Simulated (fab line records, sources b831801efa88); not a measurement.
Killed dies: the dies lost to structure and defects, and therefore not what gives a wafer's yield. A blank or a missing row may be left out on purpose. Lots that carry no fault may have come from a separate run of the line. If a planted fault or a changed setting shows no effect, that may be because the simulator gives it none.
A struck lot beside a sound one ; flow sky130 ; 43 steps out of a route of 708
Sound: wafers L975.1, L975.2, L975.3. The struck wafers were L986.2, L986.3, L986.5. At the end, the cause is stated.
Per side, at each step with rows, come the tool, then ch with its chambers, and then its first start. Under that, the readings that differ: sound wafers ; struck wafers ; difference of the means ; sigmas: that difference in standard deviations of wafers without a fault.
alike: words and numbers the same on both sides, and readings whose means are apart by under 2 such deviations; not compared: readings that were withheld, readings missing a value for some wafer, numbers with overlapping values and no deviation given by the record, and bounds like >300 which may hide the same value.
The two part at a step that has a row with sigmas, a row that says differs or no value, or rows on one side only. Non-overlapping numbers with no deviation appear without sigmas and do not part them. A reading missing from all wafers of one side parts the sides only when that side holds two or more wafers.

SKY_CAPM_THK_MEAS_01:
  sound on filmMetro-01 at day 37 19:43; struck on filmMetro-01 at day 40 20:39
  alike: CAPM_CVD_00_THK
SKY_CAPM_SPUTTER_02: material TiN, target thk 200 nm, time 166.7 s.
  sound on pvdSputter-03 at day 37 19:46; struck on pvdSputter-02 at day 40 20:42
  alike: throttleValvePct
SKY_CAPM_RS_MEAS_03: measurement is done with a four-point probe.
  sound on filmMetro-03 at day 37 19:53; struck on filmMetro-01 at day 40 20:50
  alike: CAPM_TIN_RS
SKY_CAPM_THK_MEAS_04: measures by xrf.
  sound on filmMetro-03 at day 37 20:00; struck on filmMetro-01 at day 40 20:56
  alike: CAPM_TIN_THK
then, 7 steps without rows for these wafers: SKY_CAPM_DEHYDRATE_05 (time 60 s); SKY_CAPM_HMDS_06 (prime time 60 s); SKY_CAPM_COAT_07 (resist thk 1140 nm); SKY_CAPM_SOFTBAKE_08 (time 60 s); SKY_CAPM_EXPOSE_09 (exposes mask CAPM, target cd 1000 nm); SKY_CAPM_PEB_10; SKY_CAPM_DEVELOP_11 (develop time 60 s).
SKY_CAPM_OVL_MEAS_12:
  sound on overlay-01 at day 38 20:56; struck on overlay-01 at day 41 19:27
  alike: CAPM_OVL
SKY_CAPM_METAL_ETCH_13: etches TiN in Cl2/BCl3, stops on SiO2, target depth 220 nm, time 62.9 s.
  sound on rieMetal-01 ch 0,1, day 38 20:59; struck on rieMetal-04 ch 0, day 41 19:29
  alike: drypumpMotorCurrentA, oesProductAu, throttleValvePct
  not compared: rfHoursCounterH
SKY_CAPM_STRIP_14: strips in O2/N2.
  sound on plasmaAsher-04 ch 0,1, day 38 21:04; struck on plasmaAsher-03 ch 0,1, day 41 19:34
  alike: drypumpMotorCurrentA, oesProductAu, stripTimeToEndpointS
  not compared: rfHoursCounterH
then, 11 steps without rows for these wafers: SKY_CAPM_STRIP_15 (strips in post etch residue remover, time 1200 s); SKY_CAPM_CLEAN_16 (cleans in IPA, time 180 s); SKY_CAPM_CLEAN_17 (cleans in O3/DIW); SKY_METAL3_DEHYDRATE_05 (time 60 s); SKY_METAL3_HMDS_06 (prime time 60 s); SKY_METAL3_COAT_07 (resist thk 60 nm); SKY_METAL3_COAT_08 (resist thk 1140 nm); SKY_METAL3_SOFTBAKE_09 (time 90 s); SKY_METAL3_EXPOSE_10 (exposes mask MM3, target cd 300 nm); SKY_METAL3_PEB_11; SKY_METAL3_DEVELOP_12 (develop time 60 s).
SKY_METAL3_CD_MEAS_13: target cd 300 nm.
  sound on cdSem-02 at day 39 22:29; struck on cdSem-02 at day 42 19:40
  alike: cdNm
SKY_METAL3_OVL_MEAS_14:
  sound on overlay-02 at day 39 22:36; struck on overlay-01 at day 42 19:46
  alike: METAL3_OVL
then, 1 step without rows for these wafers: SKY_METAL3_DESCUM_15 (chemistry O2, time 8 s).
SKY_METAL3_ETCH_16: etches BARC in N2/H2, stops on SiO2, time 88.2 s, target depth 60 nm.
  sound on rieMetal-02 ch 0,1, day 39 22:40; struck on rieMetal-04 ch 0, day 42 19:50
  alike: drypumpMotorCurrentA, oesProductAu, throttleValvePct
  not compared: rfHoursCounterH
SKY_METAL3_ETCH_17: etches SiO2 in C4F8/O2/Ar, stops on TiN, time 3.9 s, target depth 15 nm.
  sound on rieDiel-02 ch 1,2,3, day 39 22:46; struck on rieDiel-02 ch 0,3, day 42 19:56
  alike: oesProductAu
  not compared: rfHoursCounterH
then, 1 step without rows for these wafers: SKY_METAL3_METAL_ETCH_18 (etches the open film in Cl2/BCl3, stops on SiO2, target depth 845 nm, time 183.1 s).
SKY_METAL3_STRIP_19: strips in O2/N2.
  sound on plasmaAsher-02 ch 0,1, day 39 23:08; struck on plasmaAsher-01 ch 0,1, day 42 20:08
  alike: drypumpMotorCurrentA, oesProductAu, stripTimeToEndpointS
  not compared: rfHoursCounterH
then, 4 steps without rows for these wafers: SKY_METAL3_STRIP_20 (strips in post etch residue remover, time 1200 s); SKY_METAL3_CLEAN_21 (cleans in IPA, time 180 s); SKY_METAL3_CLEAN_22 (cleans in O3/DIW); SKY_VIA3_HDPCVD_00 (deposits SiO2, target thk 1635 nm, time 272.5 s).
SKY_VIA3_THK_MEAS_01:
  sound on filmMetro-01 at day 39 23:55; struck on filmMetro-04 at day 42 21:02
  alike: VIA3_HDPCVD_THK
then, 1 step without rows for these wafers: SKY_VIA3_CMP_02 (polishes SiO2).
SKY_VIA3_BOW_MEAS_03:
  sound on filmMetro-01 at day 40 00:16; struck on filmMetro-02 at day 42 21:32
  alike: VIA3_BOW
then, 3 steps without rows for these wafers: SKY_VIA3_DEHYDRATE_04 (time 60 s); SKY_VIA3_HMDS_05 (prime time 60 s); SKY_VIA3_COAT_06 (resist thk 60 nm).
-- the record jumps here: 6 days lie between the struck wafers' starts before and after (it left off in module VIA3 and takes up again in module PAD_OPEN, whose first step shown is number 708 of the route) --
SKY_PAD_OPEN_PROBE_99:
  rows exist in the record for the struck wafers here (prober-01, day 49 06:58), but not for the sound ones

WHERE THEY PART
SKY_PAD_OPEN_PROBE_99 only, going by this record.

WHY: what had been put in by the simulator
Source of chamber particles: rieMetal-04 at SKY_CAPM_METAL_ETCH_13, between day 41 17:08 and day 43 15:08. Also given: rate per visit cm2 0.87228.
